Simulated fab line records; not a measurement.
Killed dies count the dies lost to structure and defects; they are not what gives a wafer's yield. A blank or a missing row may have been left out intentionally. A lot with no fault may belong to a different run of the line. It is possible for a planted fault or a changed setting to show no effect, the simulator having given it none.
Split-lot study | flow sky130 | 23 wafers read from 5 lots, route of 708 steps

## THE SPLIT
At SKY_DNWELL_SOFTBAKE_03, the setting tempC was moved away from the recipe's 110 C on 6 of the 23 wafers read, by -1.9% to +2.6%. This setting was run at the recipe's value on the other wafers.

## FROM THE SPLIT TO THE READING: what the file shows between them, 2 steps
- SKY_DNWELL_EXPOSE_04: exposes mask DNM, target cd 3000 nm
- SKY_DNWELL_PEB_05

## THE READING
coat_of_DNWELL_COAT_02.thkNm (the simulator's own value, which no gauge read), in nm, at SKY_DNWELL_DEVELOP_06 (develop time 60 s). There is no usual value for it anywhere in the file. Here, 17 wafers ran the recipe; their average is 2996 nm with a standard deviation of 4.5 nm.

wafer  | tool, chamber at the split | tempC as run, C | against the recipe | coat_of_DNWELL_COAT_02.thkNm, nm | against lot-mates on the recipe
L074.2 | lithoTrack-03, 0           | 110             | recipe             | 2992                             | -
L074.4 | lithoTrack-03, 0           | 110             | recipe             | 2992                             | -
L074.5 | lithoTrack-03, 0           | 110             | recipe             | 2996                             | -
L076.1 | lithoTrack-02, 0           | 110             | recipe             | 3001                             | -
L076.2 | lithoTrack-02, 0           | 110             | recipe             | 3000                             | -
L076.4 | lithoTrack-02, 0           | 110             | recipe             | 2995                             | -
L076.5 | lithoTrack-02, 0           | 110             | recipe             | 2992                             | -
L076.6 | lithoTrack-02, 0           | 110             | recipe             | 2998                             | -
L081.1 | lithoTrack-02, 0           | 110             | recipe             | 2996                             | -
L081.2 | lithoTrack-02, 0           | 110             | recipe             | 2995                             | -
L081.6 | lithoTrack-02, 0           | 110             | recipe             | 2995                             | -
L081.3 | lithoTrack-02, 0           | 108.7           | -1.2%              | 3007                             | +12
L081.5 | lithoTrack-02, 0           | 108.7           | -1.2%              | 3007                             | +12
L083.1 | lithoTrack-03, 0           | 110             | recipe             | 2990                             | -
L083.2 | lithoTrack-03, 0           | 112.9           | +2.6%              | 2969                             | -24
L083.3 | lithoTrack-03, 0           | 110             | recipe             | 2989                             | -
L083.4 | lithoTrack-03, 0           | 110             | recipe             | 3000                             | -
L083.6 | lithoTrack-03, 0           | 112.9           | +2.6%              | 2972                             | -21
L085.1 | lithoTrack-03, 0           | 110             | recipe             | 2998                             | -
L085.2 | lithoTrack-03, 0           | 110             | recipe             | 3000                             | -
L085.4 | lithoTrack-03, 0           | 110             | recipe             | 3007                             | -
L085.5 | lithoTrack-03, 0           | 107.9           | -1.9%              | 3021                             | +19
L085.6 | lithoTrack-03, 0           | 107.9           | -1.9%              | 3013                             | +11

THE FIT
A straight line over all 23 wafers: coat_of_DNWELL_COAT_02.thkNm changes by -10 nm for each +1% of tempC; r = -0.93; the points scatter about the line by 4.3 nm.
The same after taking each lot's own level away (the mean of its wafers on the recipe; 23 wafers): -8.54 nm for each +1%; r = -0.94; scatter 3.3 nm.
The reading moves by 23 nm for the largest change in tempC, on that fit.
Measured against the standard deviation above, the lots' own levels, which go from 2993.0 to 3001.7 nm, span 1.9 times it.
Hence the slope depends on the lot-to-lot level, as the two fits are not the same.
Check: for one of the wafers moved furthest among these (+2.6%), held out of the fit, the line's prediction against its lot-mates is -21.6 nm. Against them it came out at -24 nm.

## THESE WAFERS: OTHER SPLITS
Other splits were also applied to these wafers ahead of the reading. Each is held against what the fit with the lots' levels taken away leaves over:
other split on the same wafers   | wafers away from the commonest value | r with coat_of_DNWELL_COAT_02.thkNm (lot level and that fit taken away)
SKY_FIELD_ISO_OXIDATION_01 tempC | 15                                   | -0.06

## THE WHOLE CHAIN: every reading that the file lists as answering this split, in the file's order
step                  | what it does      | reading                                                                       | change (the file's fit)              | r (the file's)
SKY_DNWELL_DEVELOP_06 | develop time 60 s | coat_of_DNWELL_COAT_02.thkNm (the simulator's own value, which no gauge read) | -8.63 nm for each +1% of the setting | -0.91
SKY_DNWELL_STRIP_08   | strips in O2/N2   | stripTimeToEndpointS                                                          | withheld for each +1% of the setting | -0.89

## FILE'S OWN FIT
coat_of_DNWELL_COAT_02.thkNm changes by -8.63 nm for each +1% of tempC, r = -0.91.
